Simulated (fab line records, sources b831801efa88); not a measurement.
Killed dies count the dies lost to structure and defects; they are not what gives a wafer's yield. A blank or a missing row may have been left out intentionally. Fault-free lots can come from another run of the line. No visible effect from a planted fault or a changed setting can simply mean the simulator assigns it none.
Comparing a struck lot with a sound one    flow sky130    15 out of 708 route steps
Sound: the wafers L763.1, L763.2, L763.4. Wafers struck: L762.2, L762.3, L762.4. The cause comes at the end.
Per side, at each step with rows, come the tool, then ch with its chambers, and then its first start. Under that, the readings that differ: sound wafers    struck wafers    difference of the means    sigmas: that difference in standard deviations of wafers without a fault.
alike: same words and numbers on both sides, and readings whose means sit less than 2 such deviations apart. not compared: any withheld reading, any reading some wafer has no value for, any bound like >300 that may hide the same value, and any number with overlapping values for which the record gives no deviation.
Wherever a step has rows on one side only, a row that says differs or no value, or a row with sigmas, the two part there. Numbers that have no deviation but don't overlap get no sigmas and don't part them. A reading missing from all wafers of one side parts the sides only when that side holds two or more wafers.

first, 1 step without rows for these wafers: SKY_POLY_CUT_DEVELOP_07 (develop time 60 s).
SKY_POLY_CUT_CD_MEAS_08: target cd 270 nm.
  sound on cd-sem-01, day 30 22:13; struck on cd-sem-01, day 30 15:28
  alike: cd-nm
SKY_POLY_CUT_OVL_MEAS_09:
  sound on overlay-02, day 30 22:20; struck on overlay-01, day 30 15:34
  alike: POLY_CUT_OVL
SKY_POLY_CUT_ETCH_10: etches BARC in N2/H2, stops on SiO2, time 45.9 s, target depth 60 nm.
  sound on rie-diel-01 ch 1,2,3, day 30 22:22; struck on rie-diel-01 ch 1,2,3, day 30 15:36
  alike: drypump-motor-current-A, oes-product-au, rf-hours-counter-h, throttle-valve-pct
SKY_POLY_CUT_ETCH_11: etches Si3N4 in CF4/CH2F2/Ar, stops on poly-Si, time 42.5 s, target depth 60 nm.
  sound on rie-diel-01 ch 1,2,3, day 30 22:25; struck on rie-diel-01 ch 1,2,3, day 30 15:38
  alike: drypump-motor-current-A, oes-product-au, rf-hours-counter-h, throttle-valve-pct
SKY_POLY_CUT_STRIP_12: strips in O2/N2.
  sound on plasma-asher-03 ch 0,1, day 30 22:27; struck on plasma-asher-01 ch 0,1, day 30 15:41
  alike: drypump-motor-current-A, oes-product-au, strip-time-to-endpoint-s
  not compared: rf-hours-counter-h
then, 6 steps without rows for these wafers: SKY_SD_P_DEHYDRATE_00 (time 60 s); SKY_SD_P_HMDS_01 (prime time 60 s); SKY_SD_P_COAT_02 (resist thk 1140 nm); SKY_SD_P_SOFTBAKE_03 (time 60 s); SKY_SD_P_EXPOSE_04 (exposes mask PSDM, target cd 380 nm); SKY_SD_P_PEB_05.
SKY_SD_P_DEVELOP_06: develop time 60 s.
  sound on litho-track-02 ch 0, day 32 01:28; struck on litho-track-03 ch 0, day 31 19:16
SKY_SD_P_CD_MEAS_07: target cd 380 nm.
  sound on cd-sem-01, day 32 01:38; struck on cd-sem-01, day 31 19:34
reading     sound              struck             difference  sigmas
cd-nm (nm)  376.1 373.6 375.1  289.3 289.6 290.1  -85.3       -29
SKY_SD_P_OVL_MEAS_08:
  sound on overlay-01, day 32 01:45; struck on overlay-01, day 31 19:41
  alike: SD_P_OVL

## WHERE THEY PART
At SKY_SD_P_CD_MEAS_07 and nowhere else, as far as this record goes. Later steps at which nothing parts them and some readings are alike: SKY_SD_P_OVL_MEAS_08.

WHY: what had been put in by the simulator
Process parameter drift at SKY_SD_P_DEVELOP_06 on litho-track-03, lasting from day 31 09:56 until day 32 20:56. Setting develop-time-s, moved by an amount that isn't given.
